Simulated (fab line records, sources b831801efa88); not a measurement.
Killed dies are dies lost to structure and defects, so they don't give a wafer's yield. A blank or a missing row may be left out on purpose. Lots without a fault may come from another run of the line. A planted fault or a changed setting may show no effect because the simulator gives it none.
Which tool did it? | flow sky130 | 24 lots, 72 wafers sampled, at 6 steps of a route of 708

WHAT THE GAUGES READ, wafer by wafer
SKY_METAL2_CD_MEAS_15: target cd 140 nm.
lot  | measured     | on        | cd_nm (nm)
L074 | day 35 11:28 | cd_sem-02 | 137.0 137.0 137.9
L075 | day 35 18:27 | cd_sem-02 | 139.4 138.9 139.8
L076 | day 36 11:01 | cd_sem-01 | 137.4 138.6 137.1
L077 | day 36 12:54 | cd_sem-01 | 138.2 137.9 140.2
L078 | day 36 15:40 | cd_sem-01 | 140.1 139.0 138.5
L079 | day 37 05:29 | cd_sem-02 | 141.0 140.5 140.2
L080 | day 37 08:23 | cd_sem-01 | 138.1 137.8 138.4
L081 | day 37 16:02 | cd_sem-01 | 138.9 140.7 139.3
L082 | day 38 02:12 | cd_sem-02 | 141.3 139.0 140.7
L083 | day 38 14:06 | cd_sem-01 | 142.1 140.4 140.7
L084 | day 38 20:05 | cd_sem-01 | 140.3 139.0 140.3
L085 | day 39 05:55 | cd_sem-01 | 141.7 143.3 143.8
L086 | day 39 06:36 | cd_sem-02 | 142.4 141.4 140.3
L087 | day 39 10:50 | cd_sem-01 | 137.3 138.1 136.6
L088 | day 39 13:39 | cd_sem-01 | 139.0 138.2 138.7
L089 | day 39 21:22 | cd_sem-01 | 140.7 140.5 139.5
L090 | day 40 05:10 | cd_sem-02 | 139.4 138.5 138.9
L091 | day 40 15:06 | cd_sem-02 | 139.3 139.7 141.5
L092 | day 40 18:10 | cd_sem-02 | 142.4 142.1 141.7
L093 | day 41 05:16 | cd_sem-02 | 142.4 142.9 142.3
L094 | day 41 10:20 | cd_sem-02 | 138.4 138.9 140.6
L095 | day 41 18:19 | cd_sem-02 | 138.2 137.6 140.1
L096 | day 41 21:38 | cd_sem-01 | 137.9 137.8 139.2
L097 | day 42 04:36 | cd_sem-02 | 139.0 139.5 137.9

SKY_VIA4_OVL_MEAS_11.
lot  | measured     | on         | VIA4_OVL (nm)
L074 | day 43 03:54 | overlay-02 | 0.7 -1.0 -0.4
L075 | day 43 10:05 | overlay-01 | -1.7 -2.5 -3.7
L076 | day 43 23:14 | overlay-01 | -0.3 -1.1 -1.5
L077 | day 44 03:26 | overlay-01 | -0.8 -0.7 -0.7
L078 | day 44 05:33 | overlay-02 | -0.5 -0.1 -0.7
L079 | day 44 14:19 | overlay-01 | -2.3 -2.2 -0.9
L080 | day 44 18:50 | overlay-02 | 0.4 -0.9 -1.2
L081 | day 44 21:46 | overlay-02 | -1.7 -0.9 0.1
L082 | day 45 11:10 | overlay-02 | 0.4 0.1 -0.5
L083 | day 45 19:38 | overlay-01 | 0.2 1.9 1.9
L084 | day 45 23:38 | overlay-02 | 2.1 1.2 1.7
L085 | day 46 09:05 | overlay-01 | 0.8 -0.1 -0.2
L086 | day 46 11:40 | overlay-01 | 1.4 0.5 0.9
L087 | day 46 11:58 | overlay-02 | -1.4 -2.2 -3.0
L088 | day 46 15:31 | overlay-01 | 0.8 -0.3 0.0
L089 | day 46 21:32 | overlay-01 | 0.2 -1.0 -1.3
L090 | day 47 03:45 | overlay-01 | 0.3 0.4 0.5
L091 | day 47 12:32 | overlay-02 | -2.7 -1.9 -2.0
L092 | day 47 17:03 | overlay-02 | -1.8 -1.8 -2.0
L093 | day 47 23:31 | overlay-01 | -0.5 -1.9 -1.6
L094 | day 48 05:35 | overlay-01 | 0.8 0.5 -0.7
L095 | day 48 12:15 | overlay-02 | -0.9 -1.0 -1.6
L096 | day 48 13:32 | overlay-02 | -3.1 -1.7 -2.1
L097 | day 48 18:56 | overlay-02 | -1.9 -0.7 -1.4

WHICH TOOL RAN EACH LOT (tool, then ch and the chambers of the sampled wafers, then the start)
lot  | SKY_FIELD_ISO_ETCH_17           | SKY_LDD_HVN_STRIP_09                 | SKY_CONTACT_ETCH_17                | SKY_CONTACT_ETCH_18
L074 | rie_si-02 ch 0,2, day 2 05:05   | plasma_asher-02 ch 0,1, day 20 13:20 | rie_diel-03 ch 0,2,3, day 31 21:30 | rie_diel-03 ch 0,2,3, day 35 11:28 or earlier
L075 | rie_si-02 ch 0,1,2, day 2 14:11 | plasma_asher-01 ch 0,1, day 21 00:29 | rie_diel-02 ch 0,2,3, day 32 05:36 | rie_diel-02 ch 0,2,3, day 35 18:27 or earlier
L076 | rie_si-02 ch 0,1,3, day 2 18:49 | plasma_asher-03 ch 0,1, day 21 19:17 | rie_diel-03 ch 0,1,2, day 32 22:15 | rie_diel-03 ch 0,1,2, day 36 11:01 or earlier
L077 | rie_si-01 ch 0,1,3, day 2 21:46 | plasma_asher-02 ch 0,1, day 21 21:53 | rie_diel-02 ch 0,2,3, day 33 00:41 | rie_diel-02 ch 0,2,3, day 36 12:54 or earlier
L078 | rie_si-01 ch 0,2,3, day 3 03:16 | plasma_asher-03 ch 1, day 22 00:35   | rie_diel-02 ch 0,1,3, day 33 03:05 | rie_diel-02 ch 0,1,3, day 36 15:40 or earlier
L079 | rie_si-02 ch 1,2, day 3 08:28   | plasma_asher-02 ch 0,1, day 22 20:20 | rie_diel-03 ch 1,2, day 33 17:40   | rie_diel-03 ch 1,2, day 37 05:29 or earlier
L080 | rie_si-01 ch 2,3, day 3 11:16   | plasma_asher-03 ch 0,1, day 22 20:35 | rie_diel-02 ch 1,2,3, day 33 19:38 | rie_diel-02 ch 1,2,3, day 37 08:23 or earlier
L081 | rie_si-02 ch 1,2,3, day 3 17:11 | plasma_asher-03 ch 0,1, day 23 05:35 | rie_diel-02 ch 0,1,3, day 34 04:15 | rie_diel-02 ch 0,1,3, day 37 16:02 or earlier
L082 | rie_si-01 ch 0,2,3, day 4 02:01 | plasma_asher-02 ch 0,1, day 23 19:53 | rie_diel-03 ch 1,2, day 34 14:35   | rie_diel-03 ch 1,2, day 38 02:12 or earlier
L083 | rie_si-02 ch 0,1,2, day 4 04:58 | plasma_asher-02 ch 0,1, day 24 06:17 | rie_diel-02 ch 0,1,3, day 35 01:59 | rie_diel-02 ch 0,1,3, day 38 14:06 or earlier
L084 | rie_si-02 ch 0,2,3, day 4 10:38 | plasma_asher-03 ch 0,1, day 24 12:05 | rie_diel-01 ch 0,1,3, day 35 09:26 | rie_diel-01 ch 0,1,3, day 38 20:05 or earlier
L085 | rie_si-02 ch 0,2,3, day 4 18:47 | plasma_asher-02 ch 0, day 24 22:23   | rie_diel-01 ch 0,1,2, day 35 20:10 | rie_diel-01 ch 0,1,2, day 39 05:55 or earlier
L086 | rie_si-01 ch 0,1, day 4 22:25   | plasma_asher-02 ch 0,1, day 25 00:05 | rie_diel-02 ch 1,3, day 35 20:24   | rie_diel-02 ch 1,3, day 39 06:36 or earlier
L087 | rie_si-02 ch 0,1,2, day 5 00:49 | plasma_asher-01 ch 0,1, day 25 08:59 | rie_diel-02 ch 1,3, day 36 01:59   | rie_diel-02 ch 1,3, day 39 10:50 or earlier
L088 | rie_si-01 ch 1,3, day 5 05:20   | plasma_asher-01 ch 0,1, day 25 13:01 | rie_diel-01 ch 1,2,3, day 36 04:16 | rie_diel-01 ch 1,2,3, day 39 13:39 or earlier
L089 | rie_si-02 ch 0,2, day 5 10:44   | plasma_asher-01 ch 0,1, day 25 18:56 | rie_diel-01 ch 0,2,3, day 36 12:09 | rie_diel-01 ch 0,2,3, day 39 21:22 or earlier
L090 | rie_si-01 ch 0,2,3, day 5 17:44 | plasma_asher-03 ch 0,1, day 26 04:35 | rie_diel-01 ch 0,1, day 36 20:26   | rie_diel-01 ch 0,1, day 40 05:10 or earlier
L091 | rie_si-01 ch 0,2,3, day 6 00:29 | plasma_asher-02 ch 0,1, day 26 18:50 | rie_diel-02 ch 0,1,2, day 37 07:02 | rie_diel-02 ch 0,1,2, day 40 15:06 or earlier
L092 | rie_si-02 ch 1,2,3, day 6 02:31 | plasma_asher-01 ch 0,1, day 26 20:17 | rie_diel-02 ch 0,1,2, day 37 10:40 | rie_diel-02 ch 0,1,2, day 40 18:10 or earlier
L093 | rie_si-02 ch 0,2,3, day 6 09:16 | plasma_asher-03 ch 0,1, day 27 08:29 | rie_diel-01 ch 2,3, day 37 20:52   | rie_diel-01 ch 2,3, day 41 05:16 or earlier
L094 | rie_si-01 ch 0,2,3, day 6 14:05 | plasma_asher-01 ch 0,1, day 27 13:41 | rie_diel-02 ch 2,3, day 38 03:36   | rie_diel-02 ch 2,3, day 41 10:20 or earlier
L095 | rie_si-01 ch 2,3, day 6 18:22   | plasma_asher-02 ch 0,1, day 27 22:59 | rie_diel-01 ch 0,1, day 38 13:20   | rie_diel-01 ch 0,1, day 41 18:19 or earlier
L096 | rie_si-02 ch 0,1,3, day 7 00:52 | plasma_asher-01 ch 0,1, day 28 02:59 | rie_diel-03 ch 1,2,3, day 38 14:22 | rie_diel-03 ch 1,2,3, day 41 21:38 or earlier
L097 | rie_si-02 ch 1,2,3, day 7 06:13 | plasma_asher-01 ch 0,1, day 28 12:11 | rie_diel-03 ch 1,3, day 38 21:39   | rie_diel-03 ch 1,3, day 42 04:36 or earlier
- SKY_FIELD_ISO_ETCH_17: etches Si in HBr/Cl2/O2, target depth 342 nm, time 97.7 s.
- SKY_LDD_HVN_STRIP_09: strips in O2/N2.
- SKY_CONTACT_ETCH_17: etches SiO2 in C4F8/O2/Ar, stops on Si3N4, target depth 340 nm.
- SKY_CONTACT_ETCH_18: etches Si3N4 in CHF3/O2, stops on TiN, time 39 s, target depth 75 nm.

WHAT THE TOOLS THEMSELVES READ (means of the sampled wafers that have a number; where no wafer has one, the mark that the record gives instead)
SKY_FIELD_ISO_ETCH_17.
lot  | tool      | drypump_motor_current_A (A) | oes_product_au (a.u.) | throttle_valve_pct (%)
L074 | rie_si-02 | 6.2                         | 1.001                 | 25.654
L075 | rie_si-02 | 5.9                         | 0.999                 | 25.660
L076 | rie_si-02 | 5.6                         | 1.010                 | 25.641
L077 | rie_si-01 | 6.1                         | 0.999                 | 25.658
L078 | rie_si-01 | 6.3                         | 1.006                 | 25.655
L079 | rie_si-02 | 6.4                         | 0.992                 | 25.671
L080 | rie_si-01 | 6.3                         | 1.011                 | 25.649
L081 | rie_si-02 | 6.0                         | 1.009                 | 25.654
L082 | rie_si-01 | 6.3                         | 1.008                 | 25.656
L083 | rie_si-02 | 6.0                         | 0.999                 | 25.659
L084 | rie_si-02 | 5.8                         | 1.019                 | 25.641
L085 | rie_si-02 | 5.8                         | 1.002                 | 25.657
L086 | rie_si-01 | 6.1                         | 1.000                 | 25.659
L087 | rie_si-02 | 5.9                         | 0.996                 | 25.658
L088 | rie_si-01 | 6.0                         | 0.992                 | 25.658
L089 | rie_si-02 | 6.1                         | 0.993                 | 25.652
L090 | rie_si-01 | 6.3                         | 1.012                 | 25.643
L091 | rie_si-01 | 6.3                         | 1.011                 | 25.639
L092 | rie_si-02 | 6.1                         | 1.010                 | 25.649
L093 | rie_si-02 | 5.9                         | 1.000                 | 25.657
L094 | rie_si-01 | 6.3                         | 1.008                 | 25.654
L095 | rie_si-01 | 6.3                         | 1.003                 | 25.651
L096 | rie_si-02 | 5.7                         | 1.005                 | 25.659
L097 | rie_si-02 | 6.0                         | 0.999                 | 25.650

SKY_LDD_HVN_STRIP_09.
lot  | tool            | drypump_motor_current_A (A) | oes_product_au (a.u.) | strip_time_to_endpoint_s (s)
L074 | plasma_asher-02 | 6.4                         | 0.405                 | 4.132
L075 | plasma_asher-01 | 5.5                         | 0.409                 | 4.136
L076 | plasma_asher-03 | 5.4                         | 0.404                 | 4.127
L077 | plasma_asher-02 | 6.3                         | 0.410                 | 4.136
L078 | plasma_asher-03 | 5.7                         | 0.408                 | 4.146
L079 | plasma_asher-02 | 6.3                         | 0.413                 | 4.132
L080 | plasma_asher-03 | 5.4                         | 0.409                 | 4.134
L081 | plasma_asher-03 | 5.6                         | 0.409                 | 4.130
L082 | plasma_asher-02 | 6.3                         | 0.408                 | 4.140
L083 | plasma_asher-02 | 6.3                         | 0.409                 | 4.132
L084 | plasma_asher-03 | 5.4                         | 0.408                 | 4.145
L085 | plasma_asher-02 | 6.2                         | 0.403                 | 4.144
L086 | plasma_asher-02 | 6.3                         | 0.404                 | 4.126
L087 | plasma_asher-01 | 5.5                         | 0.407                 | 4.142
L088 | plasma_asher-01 | 5.5                         | 0.409                 | 4.141
L089 | plasma_asher-01 | 5.4                         | 0.410                 | 4.138
L090 | plasma_asher-03 | 5.6                         | 0.407                 | 4.145
L091 | plasma_asher-02 | 6.3                         | 0.406                 | 4.154
L092 | plasma_asher-01 | 5.5                         | 0.406                 | 4.116
L093 | plasma_asher-03 | 5.6                         | 0.410                 | 4.135
L094 | plasma_asher-01 | 5.4                         | 0.409                 | 4.133
L095 | plasma_asher-02 | 6.3                         | 0.409                 | 4.127
L096 | plasma_asher-01 | 5.4                         | 0.405                 | 4.127
L097 | plasma_asher-01 | 5.5                         | 0.407                 | 4.125

SKY_CONTACT_ETCH_17.
lot  | tool        | oes_product_au (a.u.)
L074 | rie_diel-03 | 0.894
L075 | rie_diel-02 | 0.890
L076 | rie_diel-03 | 0.886
L077 | rie_diel-02 | 0.894
L078 | rie_diel-02 | 0.891
L079 | rie_diel-03 | 0.890
L080 | rie_diel-02 | 0.896
L081 | rie_diel-02 | 0.896
L082 | rie_diel-03 | 0.889
L083 | rie_diel-02 | 0.894
L084 | rie_diel-01 | 0.886
L085 | rie_diel-01 | 0.883
L086 | rie_diel-02 | 0.890
L087 | rie_diel-02 | 0.888
L088 | rie_diel-01 | 0.891
L089 | rie_diel-01 | 0.890
L090 | rie_diel-01 | 0.895
L091 | rie_diel-02 | 0.885
L092 | rie_diel-02 | 0.889
L093 | rie_diel-01 | 0.889
L094 | rie_diel-02 | 0.893
L095 | rie_diel-01 | 0.889
L096 | rie_diel-03 | 0.890
L097 | rie_diel-03 | 0.886

SKY_CONTACT_ETCH_18.
lot  | tool        | drypump_motor_current_A (A) | oes_product_au (a.u.) | throttle_valve_pct (%)
L074 | rie_diel-03 | 6.0                         | 0.856                 | 8.807
L075 | rie_diel-02 | 5.5                         | 0.857                 | 8.801
L076 | rie_diel-03 | 5.9                         | 0.861                 | 8.802
L077 | rie_diel-02 | 5.4                         | 0.854                 | 8.811
L078 | rie_diel-02 | 5.6                         | 0.856                 | 8.801
L079 | rie_diel-03 | 5.9                         | 0.859                 | 8.793
L080 | rie_diel-02 | 5.6                         | 0.864                 | 8.794
L081 | rie_diel-02 | 5.6                         | 0.864                 | 8.793
L082 | rie_diel-03 | 5.8                         | 0.869                 | 8.798
L083 | rie_diel-02 | 5.6                         | 0.865                 | 8.794
L084 | rie_diel-01 | 5.7                         | 0.862                 | 8.781
L085 | rie_diel-01 | 5.7                         | 0.851                 | 8.798
L086 | rie_diel-02 | 5.8                         | 0.867                 | 8.801
L087 | rie_diel-02 | 5.7                         | 0.865                 | 8.791
L088 | rie_diel-01 | 5.6                         | 0.866                 | 8.799
L089 | rie_diel-01 | 5.4                         | 0.857                 | 8.793
L090 | rie_diel-01 | 5.8                         | 0.847                 | 8.787
L091 | rie_diel-02 | 5.3                         | 0.847                 | 8.783
L092 | rie_diel-02 | 5.4                         | 0.851                 | 8.784
L093 | rie_diel-01 | 5.4                         | 0.870                 | 8.793
L094 | rie_diel-02 | 5.5                         | 0.856                 | 8.793
L095 | rie_diel-01 | 6.0                         | 0.852                 | 8.784
L096 | rie_diel-03 | 6.1                         | 0.845                 | 8.783
L097 | rie_diel-03 | 6.2                         | 0.855                 | 8.804

THE ANSWER, worked out from the rows above alone
Rule: what is usual is taken from the lots themselves. Put in order of their means at a reading, lots are off if they are a third of the lots or fewer, leave a main group of 4 or more, and stand apart from it by a gap of 3 or more times the standard deviation of the main group's means; of several such gaps the widest counts. A main group whose means are all the same, to the digits that the tables above print for the reading, isn't used. A lot without any number at a reading at which 4 lots or more have one is off too. The other lots that the step has rows for count as sound. The gauges are gone through in route order, then the tools' own readings, and for those a lot's mean is taken as printed above. The first step at which some lot is off is used, and at that step the reading that is off furthest; a lot without a number counts as furthest.
No lot is off at any reading shown: from this, nothing can be told.

WHAT THE SIMULATOR HAD PUT IN
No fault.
